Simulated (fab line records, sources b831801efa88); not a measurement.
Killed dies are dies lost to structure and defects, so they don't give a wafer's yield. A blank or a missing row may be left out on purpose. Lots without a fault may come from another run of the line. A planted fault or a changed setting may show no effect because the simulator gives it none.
Problem report in the 8D (eight disciplines) form, filled by code | flow sky130 | the parts of the form that need people (team, actions taken, sign-off) are left out

1. THE PROBLEM
overpolish_run_s at SKY_VIA3_CMP_24 reads a mean of 0.042 s on 1 wafer of 1 lot; wafers without a fault read 19.999 s with a standard deviation of 0.009. That is -99 or more standard deviations from the usual mean.
The step: polishes, stops on SiO2, t overpolish 20 s, target thk 0 nm.
First seen on wafer L797.2, day 43 21:13, on cmp-02. The record holds 15 wafers of 5 lots with a number at this step. Rule for "out", or "out of limits": more than 4 standard deviations from the usual mean. The other wafers with a number count as sound.

2. WHAT IT IS AND WHAT IT IS NOT
question                    | is                                   | is not
which readings at this step | overpolish_run_s, time_to_endpoint_s | motor_current_A, retaining_ring_pressure_frac
which lots                  | L797                                 | L786, L795, L798, L804
which wafers of those lots  | L797.2                               | L797.1, L797.5
read on which tools         | cmp-02                               | cmp-01
when                        | from day 43 21:13                    | up to then (8 sound wafers); but 6 sound wafers of L798, L804 came after

3. SUSPECTS, AND WHAT RULES EACH OUT
Counting: a tool at a process step up to the reading stays a suspect if it ran every lot that is out. Sound lots after the first of them don't rule it out here, since some wafers of a struck lot are sound.
- rie_diel-02 at SKY_VIA3_ETCH_15 (etches SiO2 in C4F8/O2/Ar, stops on TiN, target depth 507 nm, time 78 s): kept. It ran the lot that is out, L797 (day 43 20:11); its last sound lot up to then is L786 (day 41 00:32).
- plasma_asher-04 at SKY_VIA3_STRIP_16 (strips in O2/N2): kept. It ran the lot that is out, L797 (day 43 20:15); its last sound lot up to then is L795 (day 43 04:18).
- pvd_sputter-01 at SKY_VIA3_SPUTTER_20 (material TiN, target thk 20 nm, time 80 s): kept. It ran the lot that is out, L797 (day 43 20:51).
- cvd_w-02 at SKY_VIA3_CVD_21 (deposits W, target thk 390 nm, time 117.31 s): kept. It ran the lot that is out, L797 (day 43 20:55).
- cmp-02 at SKY_VIA3_CMP_24 (polishes, stops on SiO2, t overpolish 20 s, target thk 0 nm): kept. It ran the lot that is out, L797 (day 43 21:13); its last sound lot up to then is L795 (day 43 05:28). Its own readings are out on those wafers: overpolish_run_s, time_to_endpoint_s.
- Within rie_diel-02 at SKY_VIA3_ETCH_15: the wafers that are out ran in chamber 0; their sound lot-mates ran in chambers 1, 2.
- Within plasma_asher-04 at SKY_VIA3_STRIP_16: the wafers that are out ran in chamber 1; their sound lot-mates ran in chamber 0.
- Within cmp-02 at SKY_VIA3_CMP_24: the wafers that are out ran in chamber 0; their sound lot-mates ran in chamber 1.
Left after counting: rie_diel-02 at SKY_VIA3_ETCH_15, plasma_asher-04 at SKY_VIA3_STRIP_16, pvd_sputter-01 at SKY_VIA3_SPUTTER_20, cvd_w-02 at SKY_VIA3_CVD_21, cmp-02 at SKY_VIA3_CMP_24.

4. THE CAUSE (what the simulator had put in)
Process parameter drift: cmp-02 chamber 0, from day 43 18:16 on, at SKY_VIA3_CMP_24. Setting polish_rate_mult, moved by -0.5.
Counting left 5 suspects, and this tool is among them.

5. THE CHAIN OF EFFECTS, in route order
Each row: a reading whose mean over the struck wafers that have a number lies more than 3 standard deviations from the usual. Only readings for which the record gives a usual standard deviation are gone through. hours: the time from each lot's start at the first step in this table that gives one to its start at this step, as a median over the lots. sigmas: the change in usual standard deviations.
hours | step            | reading            | usual    | on struck wafers | change  | sigmas
0     | SKY_VIA3_CMP_24 | overpolish_run_s   | 19.999 s | 0.042            | -19.957 | -99 or more
0     | SKY_VIA3_CMP_24 | time_to_endpoint_s | 95 s     | 149              | +54     | +12
The process steps in it:
- SKY_VIA3_CMP_24: polishes, stops on SiO2, t overpolish 20 s, target thk 0 nm.

6. WHAT WOULD HAVE CAUGHT IT SOONER
In this record the first reading out of limits was taken at day 43 21:13, 3 hours after the fault began at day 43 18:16.
